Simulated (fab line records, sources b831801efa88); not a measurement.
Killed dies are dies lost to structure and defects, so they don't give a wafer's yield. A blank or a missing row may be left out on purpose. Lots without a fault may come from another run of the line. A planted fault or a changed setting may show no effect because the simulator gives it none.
fab line records | flow sky130
record lots=7 wafers=20 last_day=50
route steps=708 shown VIA2@516 METAL3@532 PAD_OPEN@708
lots that met no fault: from a run of the same line without faults
start_h: hours from the record's first day to the start of the lot's first wafer shown | wait_h: hours since the lot's step before | " the same as in the row above | L1.1+2: a row that stands for several wafers | - no value, or no start given | * or withheld: withheld | < > ~ a bound
route shown NAME@n: a module of which the file shows steps, and the number in the route of the first | usual: mean/standard deviation of fault-free wafers | same: alike in all rows | chamber/n: place in a boat | sites: the reading at each site | _std_site: their standard deviation | _edge_site: outer sites' mean less inner sites' | radius_mm: how far each site lies from the wafer's centre | mask NAME#n: copy n | behind: the tool/chamber that last shaped the wafer | hold: why the lot was held/for how many hours/how that ended | device: the transistor (n, p or np) that didn't switch | end of line: the same wafers' tests at the end of the route | a step without rows: its recipe alone | killed: dies lost to structure and defects at the first sort, not the wafer's yield | map: a wafer's dies, x killed, . not, _ none there
set.NAME: the setting as run; set.NAME@STEP: as run at that earlier step | model.NAME: the simulator's own value behind a step, which no gauge read
lots at some steps of the route; a table a step, a row a wafer
services: from which hour (start_h, from the record's first day; less than 0 if before it) a tool's chamber was out of use, for how many hours, and why
## steps
# step SKY_VIA2_EXPOSE_09
# recipe mask_id=VIM2 na=0.8 source_shape=annular sigma_inner=0.55 sigma_outer=0.85 target_cd_nm=200 dose_mj=38
# step SKY_VIA2_PEB_10
# recipe peb_temp_c=withheld peb_time_s=withheld resist=KrF-thick
# step SKY_VIA2_DEVELOP_11
# recipe develop_time_s=60 resist=KrF-thick dev_temp_c=21
# step SKY_VIA2_CD_MEAS_12
# recipe target_cd_nm=200
# usual cd_nm=200.0/1.3
# columns lot.wafer tool chamber start_h wait_h cd_nm
L230.1 cd_sem-02 - 868.89 - 201.4
L230.2 " - " " 200.9
L230.5 " - " " 201.1
L231.2 cd_sem-02 - 870.31 - 200.7
L231.3 " - " " 200.3
L231.4 " - " " 202.6
L233.1 cd_sem-01 - 887.22 - 199.6
L233.2 " - " " 200.0
L245.4 cd_sem-02 - 969.75 - 200.3
L245.5 " - " " 199.5
L245.6 " - " " 199.7
L247.3 cd_sem-01 - 988.68 - 201.0
L247.4 " - " " 202.0
L247.5 " - " " 200.6
L250.1 cd_sem-02 - 1002.69 - 199.7
L250.2 " - " " 199.9
L250.5 " - " " 199.9
L251.2 cd_sem-02 - 1007.46 - 200.5
L251.4 " - " " 199.8
L251.6 " - " " 200.8
# step SKY_VIA2_OVL_MEAS_13
# usual VIA2_OVL=1/5.4
# columns lot.wafer tool chamber start_h wait_h VIA2_OVL[nm]
L230.1 overlay-01 - 869.01 0.1 4
L230.2 " - " " 6
L230.5 " - " " -2
L231.2 overlay-01 - 870.41 0.1 -6
L231.3 " - " " -9
L231.4 " - " " -5
L233.1 overlay-01 - 887.34 0.1 -6
L233.2 " - " " 12
L245.4 overlay-02 - 969.83 0.1 4
L245.5 " - " " 2
L245.6 " - " " 3
L247.3 overlay-01 - 988.77 0.1 6
L247.4 " - " " 9
L247.5 " - " " 11
L250.1 overlay-02 - 1002.81 0.1 -5
L250.2 " - " " -8
L250.5 " - " " -3
L251.2 overlay-02 - 1007.57 0.1 3
L251.4 " - " " 3
L251.6 " - " " 2
# step SKY_VIA2_ETCH_14
# recipe chemistry=N2/H2 target=BARC ion_energy_ev=200 source_w=500 bias_w=100 pressure_mtorr=30 n2_flow_sccm=100 h2_flow_sccm=200 stop_on=SiO2 time_s=45.9 target_depth_a=600
# usual drypump_motor_current_A=5.9/0.36 oes_product_au=0.854/0.0049 throttle_valve_pct=13.224/0.0093
# columns lot.wafer tool chamber start_h wait_h drypump_motor_current_A oes_product_au rf_hours_counter_h throttle_valve_pct
L230.1 rie_diel-03 2 869.04 0.0 6.0 0.863 2 13.223
L230.2 " 3 " " 6.1 0.860 17 13.228
L230.5 " 2 " " 6.0 0.858 - 13.216
L231.2 rie_diel-02 1 870.44 0.0 5.4 0.851 16 13.233
L231.3 " 2 " " 5.8 0.852 15 13.225
L231.4 " 2 " " 5.8 0.864 - 13.216
L233.1 rie_diel-03 3 887.38 0.0 6.1 0.855 17 13.212
L233.2 " 0 " " 6.3 0.855 5 13.233
L245.4 rie_diel-03 2 969.85 0.0 6.0 0.866 5 13.206
L245.5 " 3 " " 6.1 0.853 - 13.240
L245.6 " 2 " " 6.0 0.857 - 13.219
L247.3 rie_diel-04 2 988.80 0.0 5.6 0.848 14 13.242
L247.4 " 0 " " 5.9 0.854 19 13.229
L247.5 " 0 " " 5.9 0.856 - 13.214
L250.1 rie_diel-03 1 1002.85 0.0 6.0 0.853 17 13.213
L250.2 " 0 " " 6.2 0.851 9 13.228
L250.5 " 2 " " 6.0 0.861 - 13.220
L251.2 rie_diel-04 1 1007.60 0.0 5.9 0.857 29 13.206
L251.4 " 2 " " 5.6 0.848 15 13.223
L251.6 " 0 " " 5.9 0.862 - 13.230
# step SKY_VIA2_ETCH_15
# recipe target=SiO2 chemistry=C4F8/O2/Ar target_depth_nm=546 stop_on=TiN mask_material=KrF-thick source_w=1500 bias_w=1200 pressure_mtorr=40 c4f8_flow_sccm=withheld O2_flow_sccm=6 Ar_flow_sccm=300 time_s=84
# usual oes_product_au=0.939/0.0044
# columns lot.wafer tool chamber start_h wait_h oes_product_au rf_hours_counter_h
L230.1 rie_diel-03 2 869.09 0.0 0.948 2
L230.2 " 3 " " 0.938 17
L230.5 " 2 " " 0.947 -
L231.2 rie_diel-02 1 870.49 0.0 0.941 16
L231.3 " 2 " " 0.936 15
L231.4 " 2 " " 0.928 -
L233.1 rie_diel-03 3 887.42 0.0 0.945 17
L233.2 " 0 " " 0.938 5
L245.4 rie_diel-03 2 969.89 0.0 0.952 5
L245.5 " 3 " " 0.936 -
L245.6 " 2 " " 0.945 -
L247.3 rie_diel-04 2 988.84 0.0 0.939 14
L247.4 " 0 " " 0.934 19
L247.5 " 0 " " 0.941 -
L250.1 rie_diel-03 1 1002.89 0.0 0.937 17
L250.2 " 0 " " 0.940 9
L250.5 " 2 " " 0.940 -
L251.2 rie_diel-04 1 1007.64 0.0 0.942 29
L251.4 " 2 " " 0.942 15
L251.6 " 0 " " 0.946 -
# step SKY_VIA2_STRIP_16
# recipe chemistry=O2/N2 power_w=1400 pressure_mtorr=1500 platen_temp_c=withheld o2_flow_sccm=3000 n2_flow_sccm=300 overash_fraction=0.5
# usual drypump_motor_current_A=5.68/0.22 o2_flow_sccm=2999/8.3 oes_product_au=0.398/0.0046 strip_time_to_endpoint_s=4.052/0.029
# columns lot.wafer tool chamber start_h wait_h drypump_motor_current_A o2_flow_sccm oes_product_au rf_hours_counter_h strip_time_to_endpoint_s
L230.1 plasma_asher-01 0 869.15 0.0 5.43 2988 0.402 45 4.098
L230.2 " 1 " " 6.00 2998 0.404 45 4.113
L230.5 " 1 " " 6.00 2999 0.408 - 4.094
L231.2 plasma_asher-04 0 870.55 0.0 5.68 2994 0.394 73 4.048
L231.3 " 1 " " 5.83 3002 0.403 - 4.012
L231.4 " 0 " " 5.67 3000 0.394 - 4.012
L233.1 plasma_asher-02 0 887.48 0.0 5.75 2995 0.398 14 4.073
L233.2 " 1 " " 5.34 2999 0.411 14 4.087
L245.4 plasma_asher-04 0 969.98 0.1 5.70 3010 0.400 - 4.075
L245.5 " 1 " " 5.83 3003 0.395 - 4.089
L245.6 " 0 " " 5.71 3010 0.401 - 4.065
L247.3 plasma_asher-02 1 988.94 0.1 5.36 3005 0.403 - 4.082
L247.4 " 0 " " 5.76 3007 0.398 - 4.059
L247.5 " 1 " " 5.35 3004 0.402 - 4.044
L250.1 plasma_asher-04 0 1002.95 0.0 5.71 3007 0.396 86 4.087
L250.2 " 1 " " 5.84 2979 0.404 86 4.068
L250.5 " 0 " " 5.70 2997 0.401 - 4.061
L251.2 plasma_asher-02 0 1007.70 0.0 5.77 3013 0.400 26 4.049
L251.4 " 1 " " 5.32 2992 0.406 - 4.052
L251.6 " 1 " " 5.35 2994 0.399 - 4.023
# step SKY_VIA2_STRIP_17
# recipe chemistry=post_etch_residue_remover time_s=1200 temp_c=72.5
# step SKY_VIA2_CLEAN_18
# recipe chemistry=IPA time_s=180 temp_c=25
# step SKY_VIA2_CLEAN_19
# recipe chemistry=O3/DIW dry=n2_spin
# step SKY_VIA2_SPUTTER_20
# recipe material=TiN target_thk_nm=20 chamber_pressure_pa=5 power_w=4000 time_s=80
# usual throttle_valve_pct=29.4/0.83
# columns lot.wafer tool chamber start_h wait_h throttle_valve_pct
L230.1 pvd_sputter-04 - 869.75 0.0 29.9
L230.2 " - " " 29.0
L230.5 " - " " 27.7
L231.2 pvd_sputter-01 - 871.14 0.0 29.7
L231.3 " - " " 30.0
L231.4 " - " " 28.9
L233.1 pvd_sputter-03 - 888.12 0.0 29.5
L233.2 " - " " 30.8
L245.4 pvd_sputter-01 - 970.60 0.0 29.1
L245.5 " - " " 29.2
L245.6 " - " " 30.1
L247.3 pvd_sputter-03 - 989.50 0.0 28.6
L247.4 " - " " 28.9
L247.5 " - " " 28.3
L250.1 pvd_sputter-04 - 1003.57 0.0 30.5
L250.2 " - " " 27.8
L250.5 " - " " 29.1
L251.2 pvd_sputter-01 - 1008.29 0.0 29.0
L251.4 " - " " 29.3
L251.6 " - " " 29.8
# step SKY_VIA2_CVD_21
# recipe material=W target_thk_nm=420 time_s=126.4 temp_c=400 pressure_torr=40
# usual heater_power_w=852/93
# columns lot.wafer tool chamber start_h wait_h heater_power_w model.W_of_VIA2_CVD_21.thk_nm
L230.1 cvd_w-01 0 869.81 0.0 799 591.4
L230.2 " 1 " " 874 418.9
L230.5 " 0 " " 783 425.4
L231.2 cvd_w-01 0 871.20 0.0 809 425.2
L231.3 " 0 " " 808 427.8
L231.4 " 1 " " 891 570.8
L233.1 cvd_w-01 0 888.18 0.0 811 589.8
L233.2 " 1 " " 895 423.5
L245.4 cvd_w-01 1 970.71 0.1 875 415.3
L245.5 " 1 " " 847 413.3
L245.6 " 0 " " 780 426.1
L247.3 cvd_w-02 1 989.60 0.1 1010 411.8
L247.4 " 0 " " 758 415.3
L247.5 " 1 " " 962 416.1
L250.1 cvd_w-01 1 1003.63 0.0 871 415.3
L250.2 " 0 " " 754 421.6
L250.5 " 1 " " 852 422.1
L251.2 cvd_w-02 1 1008.35 0.0 990 414.7
L251.4 " 0 " " 761 417.3
L251.6 " 0 " " 766 416.1
# step SKY_VIA2_RS_MEAS_22
# recipe thk_meas_gauge=four-point-probe reads=W_of_VIA2_CVD_21+TiN_of_VIA2_SPUTTER_20
# usual VIA2_W_RS=0.273/0.0033
# columns lot.wafer tool chamber start_h wait_h VIA2_W_RS[ohm/sq]
L230.1 film_metro-04 - 869.94 0.1 0.193
L230.2 " - " " 0.274
L230.5 " - " " 0.269
L231.2 film_metro-04 - 871.35 0.1 0.269
L231.3 " - " " 0.268
L231.4 " - " " 0.200
L233.1 film_metro-02 - 888.31 0.1 0.194
L233.2 " - " " 0.271
L245.4 film_metro-02 - 970.85 0.1 0.277
L245.5 " - " " 0.277
L245.6 " - " " 0.270
L247.3 film_metro-02 - 989.73 0.1 0.279
L247.4 " - " " 0.277
L247.5 " - " " 0.276
L250.1 film_metro-04 - 1003.77 0.1 0.275
L250.2 " - " " 0.271
L250.5 " - " " 0.271
L251.2 film_metro-04 - 1008.51 0.1 0.277
L251.4 " - " " 0.275
L251.6 " - " " 0.275
# step SKY_VIA2_THK_MEAS_23
# recipe thk_meas_gauge=xrf reads=W_of_VIA2_CVD_21
# usual VIA2_W_THK=410/7.7
# columns lot.wafer tool chamber start_h wait_h VIA2_W_THK[nm]
L230.1 film_metro-04 - 870.06 0.1 -
L230.2 " - " " 414
L230.5 " - " " 422
L231.2 film_metro-04 - 871.46 0.1 419
L231.3 " - " " 422
L231.4 " - " " 563
L233.1 film_metro-02 - 888.43 0.1 561
L233.2 " - " " 412
L245.4 film_metro-02 - 970.94 0.1 402
L245.5 " - " " 399
L245.6 " - " " 410
L247.3 film_metro-02 - 989.83 0.1 398
L247.4 " - " " 401
L247.5 " - " " 399
L250.1 film_metro-04 - 1003.89 0.1 408
L250.2 " - " " 417
L250.5 " - " " 419
L251.2 film_metro-04 - 1008.62 0.1 407
L251.4 " - " " 408
L251.6 " - " " 410
# step SKY_VIA2_CMP_24
# recipe stop_on=SiO2 t_overpolish_s=20 down_force_psi=3.5 platen_rpm=60 target_thk_nm=0 pad_velocity_m_s=0.94248
# usual motor_current_A=10.2/0.65 time_to_endpoint_s=100/4
# columns lot.wafer tool chamber start_h wait_h motor_current_A time_to_endpoint_s
L230.1 cmp-01 1 870.12 0.1 11.0 140
L230.2 " 2 " " 9.9 100
L230.5 " 1 " " 10.7 98
L231.4 cmp-01 1 871.70 0.2 11.6 137
L231.2 " 2 " " 10.7 105
L231.3 " 3 " " 11.4 105
L233.2 cmp-01 1 888.49 0.0 11.5 97
L233.1 " 3 " " 10.7 143
L245.4 cmp-02 1 971.12 0.2 10.4 98
L245.5 " 2 " " 9.9 100
L245.6 " 3 " " 9.3 103
L247.4 cmp-02 1 989.92 0.1 11.1 85
L247.3 " 3 " " 9.1 96
L247.5 " 1 " " 10.3 89
L250.2 cmp-01 3 1004.00 0.1 11.4 106
L250.1 " 1 " " 11.3 100
L250.5 " 2 " " 10.5 103
L251.2 cmp-01 3 1008.72 0.1 11.3 99
L251.4 " 0 " " 10.4 99
L251.6 " 3 " " 11.1 98
# step SKY_METAL3_SPUTTER_00
# recipe material=Ti target_thk_nm=15 power_w=3000 time_s=10 chamber_pressure_pa=0.4
# usual throttle_valve_pct=29.7/0.77
# columns lot.wafer tool chamber start_h wait_h throttle_valve_pct
L230.1 pvd_sputter-01 - 870.42 0.2 29.8
L230.2 " - " " 29.1
L230.5 " - " " 30.0
L231.2 pvd_sputter-04 - 872.00 0.2 28.1
L231.3 " - " " 30.2
L231.4 " - " " 29.1
L233.1 pvd_sputter-04 - 888.79 0.1 29.2
L233.2 " - " " 27.9
L245.4 pvd_sputter-01 - 971.27 0.1 30.0
L245.5 " - " " 29.3
L245.6 " - " " 30.1
L247.3 pvd_sputter-02 - 990.17 0.1 29.4
L247.4 " - " " 29.9
L247.5 " - " " 30.3
L250.1 pvd_sputter-01 - 1004.25 0.1 30.2
L250.2 " - " " 29.8
L250.5 " - " " 29.3
L251.2 pvd_sputter-02 - 1008.97 0.2 29.9
L251.4 " - " " 30.7
L251.6 " - " " 29.4
# step SKY_PAD_OPEN_PROBE_99
# usual defect_limited_yield=82.3/2 killed_at_M0_to_M3=44/7 killed_at_M4_up=3.1/1.8 killed_at_contacts=25/5.1 killed_at_front_end=15/4.3 killed_at_other=0.3/0.61 killed_dies=87/9.8 killed_open=48/7 killed_short=38/6.3 sort_bin_3_pad_short=0.9/0.39 sort_bin_5_function=10.3/1.5 sort_bin_6_memory=6.5/1.2 sort_n_pass=405/9.8 sort_yield_pct=82.3/2
# same gross_dies=492 killed_at_back_side=0 sort_bin_4_leakage[%]=0 sort_bin_8_speed[%]=0
# columns lot.wafer tool chamber start_h wait_h defect_limited_yield[%] killed_at_M0_to_M3 killed_at_M4_up killed_at_contacts killed_at_front_end killed_at_other killed_dies killed_open killed_short sort_bin_3_pad_short[%] sort_bin_5_function[%] sort_bin_6_memory[%] sort_n_pass sort_yield_pct[%]
L233.1 prober-01 - 1105.61 0.1 84.3 36 1 21 19 0 77 38 38 0.4 8.9 6.3 415 84.3
L233.2 prober-01 - 1105.66 0.1 85.8 22 2 28 18 0 70 41 28 0.8 8.5 4.9 422 85.8
L245.6 prober-01 - 1170.99 0.2 78.7 50 3 37 15 0 105 51 53 1.4 10.8 9.1 387 78.7
# killed by level:class
L233.1 VIA3:geometric_particle:open=8 VIA3:geometric_particle:short=7 CONTACT:geometric_particle:open=7 VIA1:geometric_particle:open=7 FIELD_ISO:geometric_particle:short=5 LI_CONTACT:geometric_particle:open=5 CONTACT:geometric_particle:short=5 LOCAL_INTERCONNECT:geometric_particle:short=4
L233.2 CONTACT:geometric_particle:open=10 FIELD_ISO:geometric_particle:short=7 LI_CONTACT:geometric_particle:open=7 LOCAL_INTERCONNECT:geometric_particle:short=6 FIELD_ISO:geometric_particle:open=4 CONTACT:geometric_particle:short=4 VIA1:geometric_particle:open=4 VIA3:geometric_particle:open=4
L245.6 CONTACT:geometric_particle:open=12 VIA1:geometric_particle:open=12 CONTACT:geometric_particle:short=10 FIELD_ISO:geometric_particle:open=7 VIA1:geometric_particle:short=7 LI_CONTACT:geometric_particle:open=6 VIA2:geometric_particle:open=6 METAL2:geometric_particle:short=5
## services
# columns tool chamber start_h hours kind
cvd_w-01 - 855.60 6.9 pm
cmp-02 - 868.17 3.4 repair
rie_diel-04 2 876.31 1.4 repair
cmp-02 - 891.51 14.8 pm
rie_diel-02 2 896.12 3.5 repair
pvd_sputter-04 - 900.39 18.2 repair
rie_diel-03 3 901.63 19.9 repair
cvd_w-01 - 904.00 14.0 pm
cvd_w-01 0 904.00 14.0 vent_cycle
cvd_w-01 1 904.00 14.0 vent_cycle
cmp-01 - 912.00 4.0 pm
cmp-01 - 916.00 - consumable_replace:conditioner
cmp-01 - 916.00 - consumable_replace:pad
rie_diel-04 - 916.41 2.0 repair
cvd_w-01 0 918.00 - clean
cvd_w-01 - 919.31 1.0 repair
pvd_sputter-02 - 942.36 10.4 repair
pvd_sputter-01 3 943.44 - consumable_replace:kit
pvd_sputter-01 3 943.44 18.0 scheduled_down
pvd_sputter-01 3 943.44 18.0 vent_cycle
cvd_w-02 - 953.39 1.9 repair
pvd_sputter-04 - 957.31 26.4 repair
cmp-02 - 1004.17 2.8 repair
plasma_asher-01 - 1006.28 4.5 repair
## key
first_sign step=SKY_VIA2_RS_MEAS_22 reading=VIA2_W_RS direction=down sigmas=24 usual=0.273 struck=0.196
effect step=SKY_VIA2_THK_MEAS_23 reading=VIA2_W_THK direction=up sigmas=20 usual=410 struck=562
effect step=SKY_VIA2_CMP_24 reading=time_to_endpoint_s direction=up sigmas=10 usual=* struck=*
model_effect step=SKY_VIA2_CVD_21 value=W_of_VIA2_CVD_21.thk_nm without=422 struck=584
met_at SKY_VIA2_CVD_21
struck_wafers L230.1,L231.4,L233.1
fault kind=process_parameter_drift tool=cvd_w-01 chamber=- onset_h=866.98 steps=SKY_VIA2_CVD_21 channel=target_thk_nm offset=159.96 shape=step end_h=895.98 scope=struck_wafers_only acts_in=these_recipes_only stated=420
